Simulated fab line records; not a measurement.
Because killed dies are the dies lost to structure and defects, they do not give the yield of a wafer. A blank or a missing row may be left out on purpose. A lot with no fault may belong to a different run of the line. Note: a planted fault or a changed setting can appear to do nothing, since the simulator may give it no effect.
Which tool did it? | flow sky130 | 72 wafers from 24 lots sampled at 5 of the route's 708 steps

## WHAT EACH GAUGE READ, for each wafer
SKY_RES_XHIGH_TW_MEAS_09.
lot  | measured     | on            | RES_XHIGH_TW
L075 | day 28 03:10 | film_metro-01 | 1623 1615 1614
L074 | day 28 04:57 | film_metro-01 | 1621 1616 1618
L076 | day 28 05:20 | film_metro-01 | 1626 1619 1618
L077 | day 28 07:42 | film_metro-03 | 1656 1652 1653
L078 | day 28 19:13 | film_metro-01 | 1623 1616 1617
L079 | day 29 06:59 | film_metro-03 | 1659 1652 1653
L080 | day 29 12:46 | film_metro-01 | 1611 1619 1614
L081 | day 29 15:41 | film_metro-03 | 1655 1659 1653
L082 | day 29 16:25 | film_metro-03 | 1657 1657 1654
L083 | day 30 03:28 | film_metro-01 | 1610 1614 1618
L084 | day 30 15:52 | film_metro-01 | 1612 1607 1611
L085 | day 30 19:14 | film_metro-01 | 1617 1617 1609
L086 | day 31 02:30 | film_metro-04 | 1664 1662 1670
L087 | day 31 07:03 | film_metro-01 | 1608 1611 1605
L088 | day 31 18:10 | film_metro-03 | 1655 1661 1656
L089 | day 31 20:02 | film_metro-04 | 1657 1665 1663
L090 | day 32 00:33 | film_metro-01 | 1624 1629 1619
L091 | day 32 09:53 | film_metro-01 | 1630 1624 1622
L092 | day 32 21:57 | film_metro-04 | 1661 1661 1653
L093 | day 33 04:11 | film_metro-03 | 1661 1657 1655
L094 | day 33 17:06 | film_metro-03 | 1659 1659 1659
L095 | day 34 02:58 | film_metro-03 | 1652 1662 1653
L097 | day 34 05:49 | film_metro-03 | 1662 1665 1655
L096 | day 34 08:55 | film_metro-01 | 1628 1620 1624

SKY_CONTACT_THK_MEAS_01.
lot  | measured     | on            | CONTACT_CVD_00_THK (nm)
L075 | day 31 19:17 | film_metro-04 | 74.3 76.4 75.1
L074 | day 31 21:28 | film_metro-02 | 74.5 74.8 75.1
L076 | day 31 21:51 | film_metro-03 | 75.3 73.5 76.2
L077 | day 32 00:02 | film_metro-02 | 73.6 74.5 75.4
L078 | day 32 10:47 | film_metro-02 | 74.2 74.7 74.2
L079 | day 32 21:11 | film_metro-03 | 73.4 75.0 74.8
L080 | day 33 04:19 | film_metro-02 | 74.5 74.1 75.6
L081 | day 33 07:08 | film_metro-04 | 73.7 73.7 75.4
L082 | day 33 07:45 | film_metro-02 | 73.7 75.5 75.7
L083 | day 33 18:13 | film_metro-03 | 75.3 75.2 75.8
L084 | day 34 06:10 | film_metro-02 | 74.8 74.2 75.3
L085 | day 34 10:58 | film_metro-02 | 73.4 74.4 75.3
L086 | day 34 15:10 | film_metro-04 | 74.2 73.9 73.9
L087 | day 34 19:53 | film_metro-02 | 74.0 74.7 75.8
L088 | day 35 07:32 | film_metro-02 | 74.4 75.3 76.1
L089 | day 35 09:02 | film_metro-02 | 74.6 76.0 75.7
L090 | day 35 13:49 | film_metro-02 | 74.2 74.2 75.6
L091 | day 35 21:34 | film_metro-04 | 73.8 74.4 75.9
L092 | day 36 09:42 | film_metro-04 | 74.3 75.6 76.0
L093 | day 36 16:47 | film_metro-02 | 74.3 76.4 76.3
L094 | day 37 05:33 | film_metro-03 | 74.5 74.5 75.4
L095 | day 37 15:21 | film_metro-02 | 74.8 75.3 75.7
L097 | day 37 17:43 | film_metro-04 | 76.0 76.1 76.1
L096 | day 37 21:38 | film_metro-04 | 74.4 75.3 75.2

SKY_VIA1_RS_MEAS_22: uses a four-point probe to measure.
lot  | measured     | on            | VIA1_W_RS (ohm/sq)
L075 | day 35 08:46 | film_metro-03 | 0.431 0.425 0.429
L074 | day 35 10:25 | film_metro-01 | 0.432 0.434 0.428
L076 | day 35 13:16 | film_metro-03 | 0.432 0.429 0.435
L077 | day 35 15:03 | film_metro-04 | 0.429 0.417 0.430
L078 | day 36 00:07 | film_metro-01 | 0.433 0.447 0.438
L079 | day 36 09:50 | film_metro-01 | 0.421 0.425 0.427
L080 | day 36 18:15 | film_metro-03 | 0.410 0.434 0.412
L081 | day 36 20:42 | film_metro-03 | 0.435 0.420 0.433
L082 | day 36 21:06 | film_metro-03 | 0.433 0.429 0.421
L083 | day 37 07:07 | film_metro-04 | 0.421 0.422 0.421
L084 | day 37 19:09 | film_metro-03 | 0.414 0.431 0.414
L085 | day 38 00:32 | film_metro-01 | 0.418 0.427 0.419
L086 | day 38 03:59 | film_metro-04 | 0.424 0.407 0.424
L087 | day 38 08:04 | film_metro-04 | 0.421 0.433 0.428
L088 | day 38 19:37 | film_metro-04 | 0.430 0.426 0.426
L089 | day 38 21:44 | film_metro-04 | 0.428 0.422 0.434
L090 | day 39 01:59 | film_metro-01 | 0.422 0.422 0.420
L091 | day 39 08:08 | film_metro-03 | 0.432 0.412 0.435
L092 | day 39 19:21 | film_metro-04 | 0.405 0.428 0.432
L093 | day 40 03:27 | film_metro-03 | 0.424 0.428 0.424
L094 | day 40 14:02 | film_metro-01 | 0.420 0.423 0.422
L095 | day 40 23:27 | film_metro-01 | 0.416 0.430 0.412
L097 | day 41 01:10 | film_metro-01 | 0.444 0.434 0.419
L096 | day 41 05:19 | film_metro-04 | 0.427 0.427 0.431

SKY_METAL2_RS_MEAS_05: uses a four-point probe to measure.
lot  | measured     | on            | METAL2_ALCU_RS (ohm/sq)
L075 | day 35 09:23 | film_metro-02 | 0.1295 0.1269 0.1276
L074 | day 35 11:29 | film_metro-03 | 0.1277 0.1288 0.1295
L076 | day 35 13:59 | film_metro-03 | 0.1257 0.1276 0.1273
L077 | day 35 15:40 | film_metro-03 | 0.1261 0.1265 0.1272
L078 | day 36 00:44 | film_metro-02 | 0.1269 0.1268 0.1236
L079 | day 36 10:41 | film_metro-01 | 0.1243 0.1270 0.1249
L080 | day 36 18:53 | film_metro-02 | 0.1275 0.1295 0.1279
L081 | day 36 21:19 | film_metro-01 | 0.1252 0.1254 0.1257
L082 | day 36 21:43 | film_metro-02 | 0.1274 0.1282 0.1253
L083 | day 37 07:44 | film_metro-03 | 0.1278 0.1268 0.1267
L084 | day 37 19:46 | film_metro-02 | 0.1246 0.1247 0.1256
L085 | day 38 01:09 | film_metro-02 | 0.1281 0.1304 0.1283
L086 | day 38 04:36 | film_metro-02 | 0.1269 0.1271 0.1295
L087 | day 38 08:41 | film_metro-01 | 0.1268 0.1255 0.1254
L088 | day 38 20:14 | film_metro-01 | 0.1280 0.1293 0.1294
L089 | day 38 22:22 | film_metro-01 | 0.1309 0.1298 0.1290
L090 | day 39 02:46 | film_metro-03 | 0.1266 0.1274 0.1271
L091 | day 39 08:46 | film_metro-02 | 0.1255 0.1269 0.1262
L092 | day 39 19:58 | film_metro-02 | 0.1246 0.1249 0.1262
L093 | day 40 04:04 | film_metro-02 | 0.1235 0.1232 0.1255
L094 | day 40 14:39 | film_metro-01 | 0.1282 0.1267 0.1259
L095 | day 41 00:04 | film_metro-02 | 0.1276 0.1278 0.1278
L097 | day 41 01:47 | film_metro-01 | 0.1244 0.1257 0.1258
L096 | day 41 05:56 | film_metro-02 | 0.1270 0.1252 0.1280

## WHICH TOOL RAN EACH LOT (tool, then ch and the chambers of the sampled wafers, then the start)
lot  | SKY_VIA1_STRIP_16
L075 | plasma_asher-02 ch 0,1, day 35 07:59
L074 | plasma_asher-03 ch 1, day 35 09:41
L076 | plasma_asher-02 ch 0,1, day 35 12:29
L077 | plasma_asher-01 ch 0,1, day 35 14:17
L078 | plasma_asher-03 ch 0,1, day 35 23:23
L079 | plasma_asher-01 ch 0,1, day 36 09:02
L080 | plasma_asher-03 ch 0, day 36 17:29
L081 | plasma_asher-01 ch 0,1, day 36 19:56
L082 | plasma_asher-02 ch 0,1, day 36 20:20
L083 | plasma_asher-02 ch 0,1, day 37 06:20
L084 | plasma_asher-01 ch 0,1, day 37 18:23
L085 | plasma_asher-01 ch 0,1, day 37 23:47
L086 | plasma_asher-01 ch 0,1, day 38 03:14
L087 | plasma_asher-02 ch 0,1, day 38 07:20
L088 | plasma_asher-03 ch 0,1, day 38 18:42
L089 | plasma_asher-01 ch 0,1, day 38 20:27
L090 | plasma_asher-01 ch 0,1, day 39 01:12
L091 | plasma_asher-03 ch 0,1, day 39 07:20
L092 | plasma_asher-01 ch 0,1, day 39 18:32
L093 | plasma_asher-01 ch 0,1, day 40 02:41
L094 | plasma_asher-03 ch 0,1, day 40 13:14
L095 | plasma_asher-03 ch 0,1, day 40 22:39
L097 | plasma_asher-03 ch 0,1, day 41 00:23
L096 | plasma_asher-01 ch 0,1, day 41 04:29
- SKY_VIA1_STRIP_16: strips in O2/N2.

## AS READ BY THE TOOLS THEMSELVES (means over the sampled wafers that have a number; for cases with no such wafer, the mark the record gives instead)
SKY_VIA1_STRIP_16.
lot  | tool            | drypump_motor_current_A (A) | oes_product_au (a.u.) | strip_time_to_endpoint_s (s)
L075 | plasma_asher-02 | 5.50                        | 0.413                 | 4.438
L074 | plasma_asher-03 | 5.65                        | 0.415                 | 4.473
L076 | plasma_asher-02 | 5.48                        | 0.417                 | 4.463
L077 | plasma_asher-01 | 5.39                        | 0.413                 | 4.457
L078 | plasma_asher-03 | 5.59                        | 0.414                 | 4.427
L079 | plasma_asher-01 | 5.55                        | 0.414                 | 4.465
L080 | plasma_asher-03 | 5.57                        | 0.418                 | 4.458
L081 | plasma_asher-01 | 5.54                        | 0.413                 | 4.426
L082 | plasma_asher-02 | 5.47                        | 0.418                 | 4.477
L083 | plasma_asher-02 | 5.49                        | 0.417                 | 4.468
L084 | plasma_asher-01 | 5.54                        | 0.414                 | 4.464
L085 | plasma_asher-01 | 5.37                        | 0.413                 | 4.439
L086 | plasma_asher-01 | 5.38                        | 0.414                 | 4.480
L087 | plasma_asher-02 | 5.29                        | 0.418                 | 4.463
L088 | plasma_asher-03 | 5.62                        | 0.416                 | 4.480
L089 | plasma_asher-01 | 5.39                        | 0.415                 | 4.443
L090 | plasma_asher-01 | 5.55                        | 0.415                 | 4.432
L091 | plasma_asher-03 | 5.62                        | 0.415                 | 4.444
L092 | plasma_asher-01 | 5.55                        | 0.420                 | 4.480
L093 | plasma_asher-01 | 5.54                        | 0.416                 | 4.483
L094 | plasma_asher-03 | 5.63                        | 0.415                 | 4.471
L095 | plasma_asher-03 | 5.63                        | 0.420                 | 4.481
L097 | plasma_asher-03 | 5.63                        | 0.408                 | 4.469
L096 | plasma_asher-01 | 5.37                        | 0.417                 | 4.495

## THE ANSWER, worked out from the rows above alone
Rule: usual is defined by the lots themselves. The widest of any qualifying gaps counts: lots, ordered by their means at a reading, are off when they make up no more than a third of the lots, leave a main group of 4 or more, and stand apart from it by 3 or more times the standard deviation of that group's means. If all means in a main group match to the digits the tables above print for the reading, that group is not used. Also off: a lot with no number at a reading for which 4 or more lots have one. Where the step has rows for the other lots, those lots are counted as sound. After the gauges, taken in route order, come the tools' own readings; for these a lot's mean is taken, as printed above. At the first step where some lot is off, the reading lying furthest off is the one used; lots without a number count as furthest.
Across all readings shown, no lot is off: no conclusion can be drawn from this.

## WHAT THE SIMULATOR HAD INSERTED
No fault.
